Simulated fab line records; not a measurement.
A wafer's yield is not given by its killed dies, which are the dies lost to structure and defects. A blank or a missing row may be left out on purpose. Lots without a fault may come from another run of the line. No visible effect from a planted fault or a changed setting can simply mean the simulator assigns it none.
Commonality check across tools | flow sky130 | Lots sampled 12, wafers sampled 36

## REASON IT WAS OPENED
SKY_GATE_OXIDE_TW_MEAS_14, reading GATE_OXIDE_TW: flagged on 2 of 12 lots. No-fault wafers: 226.3, standard deviation 1.4.
Rule: a lot gets a flag if all its wafers with a number sit over 4 standard deviations from that mean, or if no wafer of it has a number. The rest of the lots are taken to be sound.

lot  | measured     | on            | GATE_OXIDE_TW, wafer by wafer | flag
L172 | day 14 17:32 | film-metro-03 | 227.3 226.8 227.9             |
L170 | day 14 17:40 | film-metro-04 | 224.5 223.2 224.4             |
L173 | day 14 17:58 | film-metro-03 | 228.1 227.2 228.1             |
L174 | day 16 19:58 | film-metro-04 | 223.8 226.2 224.3             |
L176 | day 16 21:26 | film-metro-03 | 226.8 226.7 226.2             |
L178 | day 17 00:29 | film-metro-04 | 224.7 225.5 224.5             |
L179 | day 17 06:36 | film-metro-01 | 229.3 229.0 229.1             |
L181 | day 17 12:41 | film-metro-04 | 224.4 224.1 225.7             |
L183 | day 18 06:16 | film-metro-03 | 227.3 227.9 229.1             |
L185 | day 19 04:04 | film-metro-01 | 226.1 225.5 226.2             |
L190 | day 21 02:49 | film-metro-01 | 233.5 234.4 235.5             | FLAGGED
L191 | day 21 12:24 | film-metro-01 | 234.7 234.3 234.0             | FLAGGED
The numbers of the flagged lots are 234.4 on average: +8.1 against the usual, or +6 standard deviations.

## LOT BY LOT: THE TOOL USED
The record holds 1 process step before the reading, out of a route of 708 steps. Cell contents, in order: the tool; ch with the chambers the sampled wafers went through; the start.
lot  | flag    | SKY_GATE_OXIDE_IMPLANT_11
L172 |         | implanter-01 ch 0, day 14 17:14
L170 |         | implanter-04 ch 0, day 14 17:20
L173 |         | implanter-03 ch 0, day 14 17:40
L174 |         | implanter-04 ch 0, day 16 19:38
L176 |         | implanter-04 ch 0, day 16 21:05
L178 |         | implanter-04 ch 0, day 17 00:08
L179 |         | implanter-04 ch 0, day 17 06:16
L181 |         | implanter-04 ch 0, day 17 12:20
L183 |         | implanter-03 ch 0, day 18 05:56
L185 |         | implanter-01 ch 0, day 19 03:44
L190 | FLAGGED | implanter-04 ch 0, day 21 02:28
L191 | FLAGGED | implanter-04 ch 0, day 21 12:03
What these steps do:
- SKY_GATE_OXIDE_IMPLANT_11
- SKY_GATE_OXIDE_TW_MEAS_14

## FLAGGED AGAINST TOTAL, ONE TOOL AT A TIME (gauges that did the reading follow at the end)
step                      | tool          | lots run | flagged | share of the flagged lots | sound lots run after its first flagged lot
SKY_GATE_OXIDE_IMPLANT_11 | implanter-01  | 2        | 0       | none                      | -
SKY_GATE_OXIDE_IMPLANT_11 | implanter-03  | 2        | 0       | none                      | -
SKY_GATE_OXIDE_IMPLANT_11 | implanter-04  | 8        | 2       | all                       | 0
SKY_GATE_OXIDE_TW_MEAS_14 | film-metro-01 | 4        | 2       | all                       | 0
SKY_GATE_OXIDE_TW_MEAS_14 | film-metro-03 | 4        | 0       | none                      | -
SKY_GATE_OXIDE_TW_MEAS_14 | film-metro-04 | 4        | 0       | none                      | -

## WHAT THE TABLE ALLOWS
Table rows that saw every flagged lot: 2, namely implanter-04 at SKY_GATE_OXIDE_IMPLANT_11 and film-metro-01 at SKY_GATE_OXIDE_TW_MEAS_14.
- implanter-04 at SKY_GATE_OXIDE_IMPLANT_11 ran 8 lots, 2 of them flagged. It ran its last sound lot, L181, at day 17 12:20 and its first flagged lot, L190, at day 21 02:28: a fault with its onset between the two fits. Its own readings lie more than 4 standard deviations out on every wafer of the flagged lots: beam-on-s, faraday-current-uA.
- film-metro-01 at SKY_GATE_OXIDE_TW_MEAS_14 ran 4 lots, 2 of them flagged. It ran its last sound lot, L185, at day 19 04:04 and its first flagged lot, L190, at day 21 02:49: a fault with its onset between the two fits.
These 2 tools cannot be told apart by counting lots, since each of them fits a fault that started at some hour. More lots, or a look at what each step does to the wafer, might.

## WHAT HAD BEEN PUT IN BY THE SIMULATOR
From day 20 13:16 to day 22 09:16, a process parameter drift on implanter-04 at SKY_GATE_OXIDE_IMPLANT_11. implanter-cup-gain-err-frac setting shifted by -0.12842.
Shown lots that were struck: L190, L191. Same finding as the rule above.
